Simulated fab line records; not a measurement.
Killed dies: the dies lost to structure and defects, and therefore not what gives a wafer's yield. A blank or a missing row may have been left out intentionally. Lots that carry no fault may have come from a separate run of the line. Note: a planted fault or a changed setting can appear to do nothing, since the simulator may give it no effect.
2 desks looking at one fault -- flow sky130 -- numbers are kept per desk, each desk with only its own; the story behind them comes last

## THE METROLOGY DESK
What the gauges read, lot by lot, whatever tool the lot ran on: means of the sampled wafers that have a number. The brackets show how far a lot's mean lies from the usual mean; more than 4 standard deviations puts the lot out of limits, marked OUT.
Columns: A = NWELL_01_OVL at SKY_NWELL_OVL_MEAS_23, usual 0.3 nm; B = VT_ADJUST_LVTN_TW at SKY_VT_ADJUST_LVTN_TW_MEAS_10, usual 238.1; C = SONOS_TUNNEL_TW at SKY_SONOS_TUNNEL_TW_MEAS_12, usual 194.5; D = POLY_GATE_OVL at SKY_POLY_GATE_OVL_MEAS_14, usual 2 nm
lot,first seen here,A,B,C,D
L162,day 5 09:02,0.6,235.8,193.9,-1
L163,day 5 15:02,2.1,238.9,195.0,4
L164,day 5 19:31,0.5,239.3,193.0,3
L165,day 6 09:40,-0.5,238.7,194.0,0
L166,day 6 14:11,0.7,240.0,194.0,-5
L169,day 7 08:41,2.2,239.2,194.7,4
L171,day 7 12:07,3.0,238.9,194.7,6
L176,day 8 18:23,-1.8,221.7 (-11) OUT,193.7,-3
L177,day 8 23:36,-0.1,220.4 (-12) OUT,194.7,-4
L180,day 10 02:15,-0.8,238.1,195.6,7
L183,day 10 20:38,0.7,237.9,195.5,-2
L184,day 11 01:53,-0.4,237.5,195.7,7
L185,day 11 05:15,0.2,237.0,195.3,-1
Finding of this desk: L176, L177 out of limits, first seen on L176 at day 10 13:52 (VT_ADJUST_LVTN_TW at SKY_VT_ADJUST_LVTN_TW_MEAS_10). In limits: L162, L163, L164, L165, L166, L169, L171, L180, L183, L184, L185.

## DESK OF THE TOOL OWNER: implanter-02
SKY_VT_ADJUST_LVTN_IMPLANT_08, tool's own readings: per-lot mean of the sampled wafers with a number, covering each lot this tool ran. The brackets show how far a lot's mean lies from the usual mean; more than 4 standard deviations puts the lot out of limits, marked OUT.
Columns: A = doseIonsCm2 at SKY_VT_ADJUST_LVTN_IMPLANT_08, usual 1.5698e+12; B = faradayCurrentUA at SKY_VT_ADJUST_LVTN_IMPLANT_08, usual 8.87
lot,first seen here,A,B
L162,day 6 23:37,1.5693e+12,9.00
L169,day 9 02:31,1.5708e+12,9.02
L171,day 9 06:43,1.5714e+12,8.91
L176,day 10 13:37,1.2506e+12 (-99 or more) OUT,6.95 (-11) OUT
L177,day 10 21:26,1.2462e+12 (-99 or more) OUT,6.99 (-10) OUT
This desk's verdict: out of limits on L176, L177, starting with L176 at day 10 13:37 (doseIonsCm2 at SKY_VT_ADJUST_LVTN_IMPLANT_08). In limits: L162, L169, L171.

## TAKEN TOGETHER
On L176, L177, at day 10 13:37, an alarm was possible from the tool owner's desk.
Metrology desk: alarm possible at day 10 13:52 on L176, L177.
SKY_VT_ADJUST_LVTN_IMPLANT_08 was run on implanter-02 by each of the lots named.

## WHAT HAD BEEN PUT IN BY THE SIMULATOR
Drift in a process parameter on implanter-02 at SKY_VT_ADJUST_LVTN_IMPLANT_08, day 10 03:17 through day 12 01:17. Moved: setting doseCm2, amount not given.
Struck lots among those shown: L176, L177.
Delay (hours) between the fault's onset and each desk's first out-of-limits reading: 10 at the tool owner's desk, 11 at the metrology desk.
